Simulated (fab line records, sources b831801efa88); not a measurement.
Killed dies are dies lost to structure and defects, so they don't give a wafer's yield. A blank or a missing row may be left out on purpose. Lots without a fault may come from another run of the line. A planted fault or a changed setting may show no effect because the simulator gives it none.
Which tool did it? | flow gf180mcu | 11 lots, 33 wafers sampled, at 6 steps of a route of 602

WHAT THE GAUGES READ, wafer by wafer
GF_V4_THK_MEAS_03. Usual: V4_CVD_02_THK 848 nm, standard deviation 10.
lot  | measured     | on            | V4_CVD_02_THK (nm)        | flag
L380 | day 23 15:16 | film_metro-01 | 850 860 868               |
L381 | day 24 00:26 | film_metro-02 | 838 844 850               |
L382 | day 24 08:18 | film_metro-01 | 831 860 856               |
L386 | day 25 09:18 | film_metro-03 | 1112 853 852 1112 853 852 | OFF
L387 | day 25 22:19 | film_metro-03 | 857 1128 863 857 1128 864 | OFF
L393 | day 27 17:50 | film_metro-02 | 854 863 861               |
L394 | day 28 01:44 | film_metro-01 | 831 839 842               |
L395 | day 28 10:20 | film_metro-03 | 841 856 846               |
L401 | day 30 02:10 | film_metro-03 | 847 866 850               |
L402 | day 30 04:25 | film_metro-01 | 840 845 839               |
L403 | day 30 12:47 | film_metro-02 | 851 843 848               |

GF_V4_THK_MEAS_25: measures by xrf. Usual: V4_W_THK 364 nm, standard deviation 5.5.
lot  | measured     | on            | V4_W_THK (nm) | flag
L380 | day 24 14:26 | film_metro-01 | 364 360 363   |
L381 | day 24 23:52 | film_metro-02 | 355 354 355   |
L382 | day 25 08:26 | film_metro-01 | 365 372 364   |
L386 | day 26 08:24 | film_metro-03 | 361 363 363   |
L387 | day 26 20:24 | film_metro-03 | 368 364 366   |
L393 | day 28 15:35 | film_metro-03 | 372 366 367   |
L394 | day 28 22:21 | film_metro-01 | 368 364 372   |
L395 | day 29 07:07 | film_metro-02 | 368 367 367   |
L401 | day 30 22:03 | film_metro-03 | 367 366 362   |
L402 | day 30 23:56 | film_metro-03 | 357 355 359   |
L403 | day 31 07:51 | film_metro-01 | 371 375 374   |

WHICH TOOL RAN EACH LOT (tool, then ch and the chambers of the sampled wafers, then the start)
lot  | GF_M3_METAL_ETCH_16               | GF_V3_CVD_23                  | GF_V4_CVD_02                    | GF_V4_CMP_04
L380 | rie_metal-04 ch 0,1, day 21 13:38 | cvd_w-02 ch 0,1, day 22 14:50 | pecvd-04 ch 0,1, day 23 15:11   | cmp-02 ch 0,1,2, day 23 15:28
L381 | rie_metal-03 ch 0,1, day 21 22:48 | cvd_w-02 ch 0,1, day 23 00:00 | pecvd-04 ch 0,1, day 24 00:22   | cmp-01 ch 0,1,2, day 24 00:29
L382 | rie_metal-01 ch 0,1, day 22 07:17 | cvd_w-01 ch 0,1, day 23 08:14 | pecvd-04 ch 0,1, day 24 08:14   | cmp-01 ch 1,2,3, day 24 08:25
L386 | rie_metal-03 ch 0,1, day 23 09:21 | cvd_w-02 ch 0,1, day 24 09:44 | pecvd-04 ch 0,1,2, day 25 09:14 | cmp-02 ch 1,2,3, day 25 13:59
L387 | rie_metal-01 ch 1, day 23 22:44   | cvd_w-02 ch 1, day 24 23:04   | pecvd-04 ch 0,2, day 25 22:15   | cmp-01 ch 1,2,3, day 26 02:08
L393 | rie_metal-04 ch 0, day 25 19:14   | cvd_w-01 ch 0,1, day 26 18:53 | pecvd-02 ch 0,2, day 27 17:45   | cmp-01 ch 0,1, day 27 17:53
L394 | rie_metal-03 ch 0,1, day 26 04:41 | cvd_w-02 ch 0,1, day 27 03:25 | pecvd-03 ch 0,1,2, day 28 01:40 | cmp-01 ch 0,1,3, day 28 01:50
L395 | rie_metal-01 ch 0,1, day 26 13:27 | cvd_w-02 ch 0,1, day 27 12:12 | pecvd-03 ch 0,2, day 28 10:16   | cmp-02 ch 0,2,3, day 28 10:29
L401 | rie_metal-03 ch 0,1, day 28 08:14 | cvd_w-01 ch 1, day 29 05:44   | pecvd-04 ch 0,1,2, day 30 02:05 | cmp-01 ch 0,2, day 30 02:16
L402 | rie_metal-03 ch 1, day 28 10:36   | cvd_w-02 ch 0,1, day 29 08:02 | pecvd-04 ch 0,1, day 30 04:21   | cmp-02 ch 1,2,3, day 30 04:35
L403 | rie_metal-03 ch 1, day 28 19:29   | cvd_w-01 ch 0,1, day 29 16:34 | pecvd-04 ch 0,1,2, day 30 12:43 | cmp-02 ch 0,2, day 30 12:51
- GF_M3_METAL_ETCH_16: etches the open film in Cl2/BCl3, stops on SiO2, target depth 627.5 nm, time 104.6 s.
- GF_V3_CVD_23: deposits W, target thk 350 nm, time 104.9 s.
- GF_V4_CVD_02: deposits SiO2 from TEOS, target thk 850 nm, time 94.851 s.
- GF_V4_CMP_04: polishes SiO2.

WHAT THE TOOLS THEMSELVES READ (means of the sampled wafers that have a number; where no wafer has one, the mark that the record gives instead)
GF_M3_METAL_ETCH_16. Usual: drypump_motor_current_A 5.8 A, standard deviation 0.54; oes_product_au 0.971 a.u., standard deviation 0.0056; throttle_valve_pct 28.251 %, standard deviation 0.011.
lot  | tool         | drypump_motor_current_A (A) | oes_product_au (a.u.) | throttle_valve_pct (%) | flag
L380 | rie_metal-04 | 6.1                         | 0.978                 | 28.246                 |
L381 | rie_metal-03 | 6.1                         | 0.975                 | 28.243                 |
L382 | rie_metal-01 | 5.9                         | 0.975                 | 28.236                 |
L386 | rie_metal-03 | 5.7                         | 0.972                 | 28.251                 |
L387 | rie_metal-01 | 5.9                         | 0.971                 | 28.253                 |
L393 | rie_metal-04 | 6.4                         | 0.967                 | 28.254                 |
L394 | rie_metal-03 | 6.1                         | 0.975                 | 28.244                 |
L395 | rie_metal-01 | 5.9                         | 0.979                 | 28.245                 |
L401 | rie_metal-03 | 5.6                         | 0.966                 | 28.265                 |
L402 | rie_metal-03 | 5.1                         | 0.963                 | 28.260                 |
L403 | rie_metal-03 | 5.1                         | 0.967                 | 28.260                 |

GF_V3_CVD_23. Usual: heater_power_w 771 W, standard deviation 59.
lot  | tool     | heater_power_w (W) | flag
L380 | cvd_w-02 | 812                |
L381 | cvd_w-02 | 798                |
L382 | cvd_w-01 | 697                |
L386 | cvd_w-02 | 801                |
L387 | cvd_w-02 | 775                |
L393 | cvd_w-01 | 703                |
L394 | cvd_w-02 | 825                |
L395 | cvd_w-02 | 832                |
L401 | cvd_w-01 | 723                |
L402 | cvd_w-02 | 807                |
L403 | cvd_w-01 | 714                |

GF_V4_CVD_02. Usual: heater_power_w 589 W, standard deviation 100.
lot  | tool     | heater_power_w (W) | flag
L380 | pecvd-04 | 570                |
L381 | pecvd-04 | 648                |
L382 | pecvd-04 | 551                |
L386 | pecvd-04 | 565                |
L387 | pecvd-04 | 648                |
L393 | pecvd-02 | 632                |
L394 | pecvd-03 | 590                |
L395 | pecvd-03 | 532                |
L401 | pecvd-04 | 572                |
L402 | pecvd-04 | 555                |
L403 | pecvd-04 | 597                |

GF_V4_CMP_04. Usual: motor_current_A 11.6 A, standard deviation 1.1; retaining_ring_pressure_frac 0.999, standard deviation 0.0051; time_to_endpoint_s 80 s, standard deviation 5.5.
lot  | tool   | motor_current_A (A) | retaining_ring_pressure_frac | time_to_endpoint_s (s) | flag
L380 | cmp-02 | 11.8                | 1.001                        | 87                     |
L381 | cmp-01 | 11.7                | 1.000                        | 79                     |
L382 | cmp-01 | 12.0                | 1.000                        | 81                     |
L386 | cmp-02 | 12.1                | 1.000                        | 115                    | OFF
L387 | cmp-01 | 11.8                | 0.999                        | 112                    | OFF
L393 | cmp-01 | 11.2                | 0.999                        | 80                     |
L394 | cmp-01 | 11.3                | 1.001                        | 72                     |
L395 | cmp-02 | 12.0                | 0.998                        | 83                     |
L401 | cmp-01 | 11.3                | 1.000                        | 83                     |
L402 | cmp-02 | 12.2                | 1.003                        | 77                     |
L403 | cmp-02 | 11.8                | 1.003                        | 82                     |

THE ANSWER, worked out from the rows above alone
Rule: a lot is off if the mean of its wafers that have a number lies more than 3 standard deviations from the usual mean. A lot without any number at a reading at which 4 lots or more have one is off too. The other lots that the step has rows for count as sound. The gauges are gone through in route order, then the tools' own readings, and for those a lot's mean is taken as printed above. The first step at which some lot is off is used, and at that step the reading that is off furthest; a lot without a number counts as furthest.
Off: L386, L387, at GF_V4_THK_MEAS_03 (V4_CVD_02_THK).
A tool fits if, at a process step before that reading, it ran every lot that is off, and no sound lot after the first of them. The gauges at GF_V4_THK_MEAS_03 aren't tried: what is off there is off at GF_V4_CMP_04 too, on other tools, and a gauge's error can't cause that. None of those tried fits.

WHAT THE SIMULATOR HAD PUT IN
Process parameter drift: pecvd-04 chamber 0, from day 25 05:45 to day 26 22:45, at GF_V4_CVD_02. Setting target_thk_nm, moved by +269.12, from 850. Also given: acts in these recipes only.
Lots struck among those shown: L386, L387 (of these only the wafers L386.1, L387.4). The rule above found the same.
